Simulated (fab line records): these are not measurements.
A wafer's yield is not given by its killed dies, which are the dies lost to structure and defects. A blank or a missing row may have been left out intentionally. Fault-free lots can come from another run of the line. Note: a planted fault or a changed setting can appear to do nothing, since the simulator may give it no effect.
fab line records    flow sky130
record lots=5  wafers=15  last_day=50
route steps=708 shown LI_CONTACT@376 LOCAL_INTERCONNECT@387 PAD_OPEN@708
lots untouched by any fault: they come from a run of this same line in which no faults occurred
start_h: start of the lot's first displayed wafer, in hours after the record's first day    wait_h: how many hours have passed since the lot's step before this one    " identical to the entry in the row above    L1.1+2: a single row standing in for several wafers    - no value, or no start given    * or withheld: withheld    < > ~ a bound
route shown NAME@n: NAME is a module with steps in the file, n the number in the route of the first one    usual: the fault-free wafers' mean and standard deviation    same: alike in all rows    chamber/n: place in a boat    sites: per-site readings    _std_site: standard deviation across them    _edge_site: outer sites' mean less inner sites'    radius_mm: for every site, how far away it sits from the centre of the wafer    mask NAME#n: copy n    behind: the most recent tool/chamber to have shaped the wafer    hold: why the lot was held/for how many hours/how that ended    device: transistor that didn't switch, given as n, p or np    end of line: tests run on the same wafers once the route is complete    for a step that has no rows: nothing shown but its recipe    killed: the dies lost at the first sort to structure and to defects; this is not the yield of the wafer    map: the dies of a wafer, with x for killed, . for not killed, _ for no die there
set.NAME: the setting that was run; set.NAME@STEP: the one run at that earlier step    model.NAME: the simulator's own value behind a step, which no gauge read
lots at selected steps of the route; one table per step, one row per wafer
services: when a tool's chamber went out of use (start_h, in hours from the record's first day, below 0 if earlier), for how many hours, and the reason
## steps
# step SKY_LI_CONTACT_ETCH_14
# recipe chemistry=N2/H2  target=BARC  ion_energy_ev=200  source_w=500  bias_w=100  pressure_mtorr=30  n2_flow_sccm=100  h2_flow_sccm=200  stop_on=SiO2  time_s=45.9  target_depth_a=600
# step SKY_LI_CONTACT_ETCH_15
# recipe target=PSG  chemistry=C4F8/O2/Ar  stop_on=Si  taper_deg=4.15  mask_material=KrF-thick  source_w=1500  bias_w=1200  pressure_mtorr=40  c4f8_flow_sccm=withheld  O2_flow_sccm=6  Ar_flow_sccm=300  time_s=withheld  target_depth_a=6000
# step SKY_LI_CONTACT_STRIP_16
# recipe chemistry=O2/N2  power_w=1400  pressure_mtorr=1500  platen_temp_c=withheld  o2_flow_sccm=3000  n2_flow_sccm=300  overash_fraction=0.5
# step SKY_LI_CONTACT_CLEAN_17
# recipe chemistry=NMP  time_s=600  temp_c=60  dry=n2_spin
# step SKY_LI_CONTACT_PRE_CLEAN_18
# recipe gas=Ar  time_s=5.6  bias_v=358
# step SKY_LI_CONTACT_SPUTTER_19
# recipe material=Ti  target_thk_nm=20  chamber_pressure_pa=5  power_w=2500  substrate_temp_c=200  time_s=106.37
# step SKY_LI_CONTACT_SPUTTER_20
# recipe material=TiN  target_thk_nm=20  chamber_pressure_pa=5  power_w=4000  time_s=80
# step SKY_LI_CONTACT_CVD_21
# recipe material=W  target_thk_nm=400  time_s=120.56  temp_c=402.4  pressure_torr=40
# step SKY_LI_CONTACT_CMP_24
# recipe stop_on=PSG  t_overpolish_s=20  down_force_psi=3.5  platen_rpm=60  target_thk_nm=0  pad_velocity_m_s=0.94248
# step SKY_LOCAL_INTERCONNECT_SPUTTER_00
# recipe material=TiN  target_thk_nm=100  temp_c=300  power_w=6500  time_s=83.3  chamber_pressure_pa=0.4
# usual throttle_valve_pct=30.2/0.68
lot.wafer  tool            chamber  start_h  wait_h  throttle_valve_pct  model.TiN_of_LOCAL_INTERCONNECT_SPUTTER_00.thk_nm
L511.1     pvd_sputter-03  -        677.55   0.1     30.1                99.69
L511.2     "               -        "        "       30.0                100.8
L511.4     "               -        "        "       29.4                97.48
L519.3     pvd_sputter-03  -        748.45   0.2     29.7                100.5
L519.5     "               -        "        "       30.2                99.69
L519.6     "               -        "        "       30.1                134.3
L520.3     pvd_sputter-03  -        757.32   0.1     29.8                99.91
L520.5     "               -        "        "       30.4                98.68
L520.6     "               -        "        "       29.9                133.6
L523.2     pvd_sputter-03  -        771.31   0.2     30.0                100.3
L523.4     "               -        "        "       29.7                98.41
L523.6     "               -        "        "       30.0                135
L533.3     pvd_sputter-03  -        863.86   0.1     29.8                99.66
L533.5     "               -        "        "       30.5                98.65
L533.6     "               -        "        "       29.8                98.76
# step SKY_LOCAL_INTERCONNECT_RS_MEAS_01
# recipe thk_meas_gauge=four-point-probe  reads=TiN_of_LOCAL_INTERCONNECT_SPUTTER_00
# usual LOCAL_INTERCONNECT_TIN_RS=14.19/0.21
lot.wafer  tool           chamber  start_h  wait_h  LOCAL_INTERCONNECT_TIN_RS[ohm/sq]
L511.1     film_metro-01  -        677.62   0.0     14.20
L511.2     "              -        "        "       14.03
L511.4     "              -        "        "       14.53
L519.3     film_metro-04  -        748.55   0.1     14.06
L519.5     "              -        "        "       14.20
L519.6     "              -        "        "       10.40
L520.3     film_metro-01  -        757.43   0.1     14.17
L520.5     "              -        "        "       14.34
L520.6     "              -        "        "       10.50
L523.2     film_metro-04  -        771.39   0.1     14.10
L523.4     "              -        "        "       14.34
L523.6     "              -        "        "       10.34
L533.3     film_metro-02  -        863.96   0.1     14.18
L533.5     "              -        "        "       14.35
L533.6     "              -        "        "       14.29
# step SKY_LOCAL_INTERCONNECT_THK_MEAS_02
# recipe thk_meas_gauge=xrf  reads=TiN_of_LOCAL_INTERCONNECT_SPUTTER_00
# usual LOCAL_INTERCONNECT_TIN_THK=99.1/1.3
lot.wafer  tool           chamber  start_h  wait_h  LOCAL_INTERCONNECT_TIN_THK[nm]
L511.1     film_metro-01  -        677.74   0.1     98.9
L511.2     "              -        "        "       100.0
L511.4     "              -        "        "       96.7
L519.3     film_metro-04  -        748.65   0.1     99.2
L519.5     "              -        "        "       99.2
L519.6     "              -        "        "       133.4
L520.3     film_metro-01  -        757.53   0.1     99.2
L520.5     "              -        "        "       98.3
L520.6     "              -        "        "       132.5
L523.2     film_metro-04  -        771.50   0.1     100.0
L523.4     "              -        "        "       98.1
L523.6     "              -        "        "       134.6
L533.3     film_metro-02  -        864.06   0.1     99.8
L533.5     "              -        "        "       98.9
L533.6     "              -        "        "       98.9
# step SKY_LOCAL_INTERCONNECT_DEHYDRATE_03
# recipe temp_c=200  time_s=60
# step SKY_LOCAL_INTERCONNECT_HMDS_04
# recipe prime_time_s=60  prime_temp_c=120
# step SKY_LOCAL_INTERCONNECT_COAT_05
# recipe resist=BARC  temp_c=withheld  time_s=withheld  spin_rpm=3000  resist_thk_nm=60
# step SKY_LOCAL_INTERCONNECT_COAT_06
# recipe resist=KrF-thick  spin_rpm=3000  resist_thk_nm=450
# step SKY_LOCAL_INTERCONNECT_SOFTBAKE_07
# recipe temp_c=100  time_s=90  resist=KrF-thick
# step SKY_LOCAL_INTERCONNECT_EXPOSE_08
# recipe mask_id=LI1M  na=0.8  source_shape=annular  sigma_inner=0.55  sigma_outer=0.85  target_cd_nm=170  dose_mj=28
# step SKY_LOCAL_INTERCONNECT_PEB_09
# recipe peb_temp_c=withheld  peb_time_s=withheld  resist=KrF-thick
# step SKY_LOCAL_INTERCONNECT_DEVELOP_10
# recipe develop_time_s=60  resist=KrF-thick  dev_temp_c=21.69
# step SKY_LOCAL_INTERCONNECT_ETCH_13
# recipe chemistry=N2/H2  target=BARC  ion_energy_ev=200  bias_w=100  pressure_mtorr=30  n2_flow_sccm=100  h2_flow_sccm=200  icp_w=500  stop_on=SiO2  time_s=45.9  target_depth_a=600
# step SKY_LOCAL_INTERCONNECT_METAL_ETCH_14
# recipe target_depth_nm=110  stop_on=PSG  chemistry=Cl2/BCl3  target=TiN  resist_sidewall_deg=88  pressure_mtorr=10  icp_w=900  bias_w=48.5  Cl2_flow_sccm=60  bcl3_flow_sccm=30  time_s=31.4
# usual chamber_pressure_mTorr=10.001/0.0095  drypump_motor_current_A=6.3/0.32  oes_product_au=0.939/0.0086  throttle_valve_pct=21.903/0.01
lot.wafer  tool          chamber  start_h  wait_h  chamber_pressure_mTorr  drypump_motor_current_A  oes_product_au  rf_hours_counter_h  throttle_valve_pct
L511.1     rie_metal-02  0        706.80   0.0     9.998                   6.6                      0.939           13                  21.896
L511.2     "             1        "        "       10.015                  6.6                      0.943           10                  21.890
L511.4     "             0        "        "       10.001                  6.6                      0.931           -                   21.911
L519.3     rie_metal-03  0        776.10   0.1     10.002                  6.3                      0.945           -                   21.897
L519.5     "             0        "        "       10.004                  6.3                      0.940           -                   21.896
L519.6     "             0        "        "       9.993                   6.3                      1.001           -                   21.859
L520.3     rie_metal-02  1        784.31   0.0     10.000                  6.5                      0.934           -                   21.910
L520.5     "             1        "        "       9.986                   6.6                      0.934           -                   21.897
L520.6     "             0        "        "       9.989                   6.6                      0.990           -                   21.872
L523.2     rie_metal-03  0        798.26   0.0     10.020                  6.3                      0.947           8                   21.893
L523.4     "             1        "        "       9.994                   5.8                      0.933           -                   21.910
L523.6     "             1        "        "       10.003                  5.8                      1.008           -                   21.855
L533.3     rie_metal-02  1        889.82   0.0     9.995                   6.6                      0.947           -                   21.911
L533.5     "             1        "        "       9.984                   6.6                      0.926           -                   21.923
L533.6     "             0        "        "       9.999                   6.6                      0.942           -                   21.902
# step SKY_LOCAL_INTERCONNECT_STRIP_15
# recipe chemistry=O2/N2  power_w=1400  pressure_mtorr=1500  platen_temp_c=withheld  o2_flow_sccm=3000  n2_flow_sccm=300  overash_fraction=0.5
# step SKY_LOCAL_INTERCONNECT_STRIP_16
# recipe chemistry=post_etch_residue_remover  time_s=1200  temp_c=72.5
lot.wafer  tool          chamber  start_h  wait_h  model.TiN_of_LOCAL_INTERCONNECT_SPUTTER_00.thk_nm
L511.1     wet_bench-03  1        706.96   0.1     99.28
L511.2     "             1        "        "       100.4
L511.4     "             1        "        "       97.06
L519.3     wet_bench-02  2        776.27   0.0     100.1
L519.5     "             2        "        "       99.27
L519.6     "             2        "        "       133.9
L520.3     wet_bench-04  0        784.44   0.0     99.49
L520.5     "             0        "        "       98.26
L520.6     "             0        "        "       133.2
L523.2     wet_bench-02  2        798.41   0.1     99.89
L523.4     "             2        "        "       98
L523.6     "             2        "        "       134.6
L533.3     wet_bench-02  2        889.96   0.0     99.25
L533.5     "             2        "        "       98.23
L533.6     "             2        "        "       98.35
# step SKY_LOCAL_INTERCONNECT_CLEAN_17
# recipe chemistry=IPA  time_s=180  temp_c=25
# step SKY_PAD_OPEN_PROBE_99
# usual killed_at_M0_to_M3=43/6.8  killed_at_M4_up=3.2/1.9  killed_at_contacts=24/5  killed_at_front_end=16/4.9  killed_at_other=0.4/0.76  killed_dies=87/10  killed_open=47/7.3  killed_short=39/6.2
# same gross_dies=492  killed_at_back_side=0
lot.wafer  tool       chamber  start_h  wait_h  killed_at_M0_to_M3  killed_at_M4_up  killed_at_contacts  killed_at_front_end  killed_at_other  killed_dies  killed_open  killed_short
L511.1     prober-01  -        1074.32  0.1     40                  3                24                  14                   1                82           49           33
L511.2     prober-01  -        1074.37  0.1     45                  1                24                  10                   0                80           44           36
L511.4     prober-01  -        1074.47  0.2     52                  6                31                  22                   0                111          58           53
L519.3     prober-01  -        1126.95  0.2     39                  1                26                  15                   0                81           39           42
L519.5     prober-01  -        1127.05  0.2     40                  0                35                  15                   1                91           52           39
L519.6     prober-01  -        1127.10  0.2     53                  5                28                  13                   0                99           46           53
L520.3     prober-02  -        1134.43  0.2     53                  2                19                  16                   0                90           42           48
L520.5     prober-02  -        1134.53  0.2     51                  1                20                  27                   0                99           55           44
L520.6     prober-02  -        1134.58  0.2     56                  2                31                  18                   0                107          52           55
L523.2     prober-01  -        1142.25  0.1     50                  1                16                  20                   1                88           51           37
L523.4     prober-01  -        1142.35  0.2     47                  4                19                  14                   0                84           46           38
L523.6     prober-01  -        1142.45  0.2     48                  3                33                  17                   0                101          59           42
L533.3     prober-02  -        1201.91  0.2     54                  0                26                  15                   0                95           51           43
L533.5     prober-02  -        1202.01  0.2     49                  3                22                  15                   0                89           44           43
L533.6     prober-02  -        1202.06  0.2     31                  4                22                  10                   0                67           31           36
# killed by level:class
L511.1 VIA1:geometric_particle:open=11 VIA3:geometric_particle:open=10 LI_CONTACT:geometric_particle:open=8 CONTACT:geometric_particle:open=7 FIELD_ISO:geometric_particle:short=5 LI_CONTACT:geometric_particle:short=5 VIA1:geometric_particle:short=5 FIELD_ISO:geometric_particle:open=4
L511.2 VIA2:geometric_particle:open=9 VIA1:geometric_particle:short=8 LI_CONTACT:geometric_particle:open=7 VIA1:geometric_particle:open=6 VIA3:geometric_particle:open=6 CONTACT:geometric_particle:open=5 LOCAL_INTERCONNECT:geometric_particle:short=4 CONTACT:geometric_particle:short=4
L511.4 VIA1:geometric_particle:open=14 CONTACT:geometric_particle:open=11 VIA2:geometric_particle:open=9 LI_CONTACT:geometric_particle:short=7 LI_CONTACT:geometric_particle:open=6 METAL2:geometric_particle:short=6 FIELD_ISO:geometric_particle:short=5 POLY_GATE:geometric_particle:short=5
L519.3 CONTACT:geometric_particle:open=9 LI_CONTACT:geometric_particle:open=8 VIA1:geometric_particle:open=6 LOCAL_INTERCONNECT:geometric_particle:short=5 VIA1:geometric_particle:short=5 METAL1:geometric_particle:short=5 METAL2:geometric_particle:short=5 VIA3:geometric_particle:short=5
L519.5 CONTACT:geometric_particle:open=14 LI_CONTACT:geometric_particle:open=9 CONTACT:geometric_particle:short=7 VIA1:geometric_particle:open=7 VIA3:geometric_particle:open=7 METAL1:geometric_particle:short=6 VIA2:geometric_particle:open=6 VIA3:geometric_particle:short=5
L519.6 VIA1:geometric_particle:open=15 VIA1:geometric_particle:short=10 CONTACT:geometric_particle:open=8 CONTACT:geometric_particle:short=7 METAL1:geometric_particle:short=7 POLY_GATE:geometric_particle:open=5 LI_CONTACT:geometric_particle:open=5 LOCAL_INTERCONNECT:geometric_particle:short=5
L520.3 METAL1:geometric_particle:short=10 VIA2:geometric_particle:open=8 VIA1:geometric_particle:open=8 POLY_GATE:geometric_particle:open=6 LI_CONTACT:geometric_particle:open=6 VIA1:geometric_particle:short=6 METAL2:geometric_particle:short=6 POLY_GATE:geometric_particle:short=4
L520.5 METAL1:geometric_particle:short=10 POLY_GATE:geometric_particle:open=9 VIA1:geometric_particle:short=9 VIA1:geometric_particle:open=9 VIA3:geometric_particle:open=9 FIELD_ISO:geometric_particle:open=7 LI_CONTACT:geometric_particle:open=7 CONTACT:geometric_particle:open=7
L520.6 METAL1:geometric_particle:short=12 VIA3:geometric_particle:short=8 LI_CONTACT:geometric_particle:open=8 CONTACT:geometric_particle:open=8 VIA1:geometric_particle:open=8 VIA3:geometric_particle:open=8 VIA2:geometric_particle:open=6 POLY_GATE:geometric_particle:open=5
L523.2 VIA1:geometric_particle:open=13 VIA3:geometric_particle:open=12 FIELD_ISO:geometric_particle:short=7 LI_CONTACT:geometric_particle:open=7 METAL3:geometric_particle:short=6 METAL1:geometric_particle:short=6 CONTACT:geometric_particle:open=5 VIA1:geometric_particle:short=4
L523.4 VIA1:geometric_particle:open=11 VIA3:geometric_particle:open=10 VIA2:geometric_particle:open=7 FIELD_ISO:geometric_particle:short=6 CONTACT:geometric_particle:short=6 CONTACT:geometric_particle:open=6 VIA1:geometric_particle:short=6 METAL3:geometric_particle:short=4
L523.6 CONTACT:geometric_particle:open=13 VIA1:geometric_particle:open=13 VIA3:geometric_particle:open=8 CONTACT:geometric_particle:short=7 LI_CONTACT:geometric_particle:open=6 VIA1:geometric_particle:short=6 FIELD_ISO:geometric_particle:open=5 POLY_GATE:geometric_particle:open=5
L533.3 VIA1:geometric_particle:open=12 VIA2:geometric_particle:open=10 CONTACT:geometric_particle:open=10 METAL1:geometric_particle:short=10 VIA2:geometric_particle:short=8 LI_CONTACT:geometric_particle:open=7 FIELD_ISO:geometric_particle:short=5 CONTACT:geometric_particle:short=4
L533.5 VIA1:geometric_particle:open=11 CONTACT:geometric_particle:open=8 METAL1:geometric_particle:short=7 VIA1:geometric_particle:short=7 LI_CONTACT:geometric_particle:open=6 VIA2:geometric_particle:open=6 METAL2:geometric_particle:short=4 FIELD_ISO:geometric_particle:short=3
L533.6 VIA1:geometric_particle:open=9 LI_CONTACT:geometric_particle:short=5 LOCAL_INTERCONNECT:geometric_particle:short=5 CONTACT:geometric_particle:open=5 METAL1:geometric_particle:short=5 VIA1:geometric_particle:short=5 POLY_GATE:geometric_particle:open=3 LI_CONTACT:geometric_particle:open=3
## services
tool            chamber  start_h  hours  kind
rie_metal-03    0        671.89   9.5    repair
pvd_sputter-03  2        720.61   -      consumable_replace:kit
pvd_sputter-03  2        720.61   18.0   scheduled_down
pvd_sputter-03  2        720.61   18.0   vent_cycle
rie_metal-02    1        749.54   1.0    repair
rie_metal-03    -        766.17   2.8    pm
rie_metal-03    1        770.67   -      clean
rie_metal-03    1        770.67   18.5   scheduled_down
rie_metal-03    1        770.67   18.5   vent_cycle
rie_metal-02    0        799.34   -      clean
rie_metal-02    0        799.34   23.6   scheduled_down
rie_metal-02    0        799.34   23.6   vent_cycle
pvd_sputter-03  -        816.46   1.0    repair
rie_metal-03    -        820.65   0.4    repair
rie_metal-03    0        888.68   1.4    repair
## key
first_sign step=SKY_LOCAL_INTERCONNECT_RS_MEAS_01  reading=LOCAL_INTERCONNECT_TIN_RS  direction=down  sigmas=18  usual=14.19  struck=10.41
effect step=SKY_LOCAL_INTERCONNECT_THK_MEAS_02  reading=LOCAL_INTERCONNECT_TIN_THK  direction=up  sigmas=26  usual=99.1  struck=133.5
effect step=SKY_LOCAL_INTERCONNECT_METAL_ETCH_14  reading=oes_product_au  direction=up  sigmas=7.1  usual=0.939  struck=1.000
model_effect step=SKY_LOCAL_INTERCONNECT_SPUTTER_00  value=TiN_of_LOCAL_INTERCONNECT_SPUTTER_00.thk_nm  without=100.1  struck=134.3
model_effect step=SKY_LOCAL_INTERCONNECT_STRIP_16  value=TiN_of_LOCAL_INTERCONNECT_SPUTTER_00.thk_nm  without=99.72  struck=133.9
met_at SKY_LOCAL_INTERCONNECT_SPUTTER_00
struck_wafers L519.6,L520.6,L523.6
tester_left_out L519,L520,L523
onset_between 677.55 748.45
fault kind=process_parameter_drift  tool=pvd_sputter-03  chamber=-  onset_h=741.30  steps=SKY_LOCAL_INTERCONNECT_SPUTTER_00  channel=target_thk_nm  offset=34.189  shape=step  end_h=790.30  scope=struck_wafers_only  acts_in=these_recipes_only  stated=100
# tester_left_out: of these lots the tester's yield and bins aren't shown, on N5 and GAA mostly nor the transistor test; their killed dies are dies lost to structure and defects alone, not to doping, threshold or leakage, so they don't give the yield
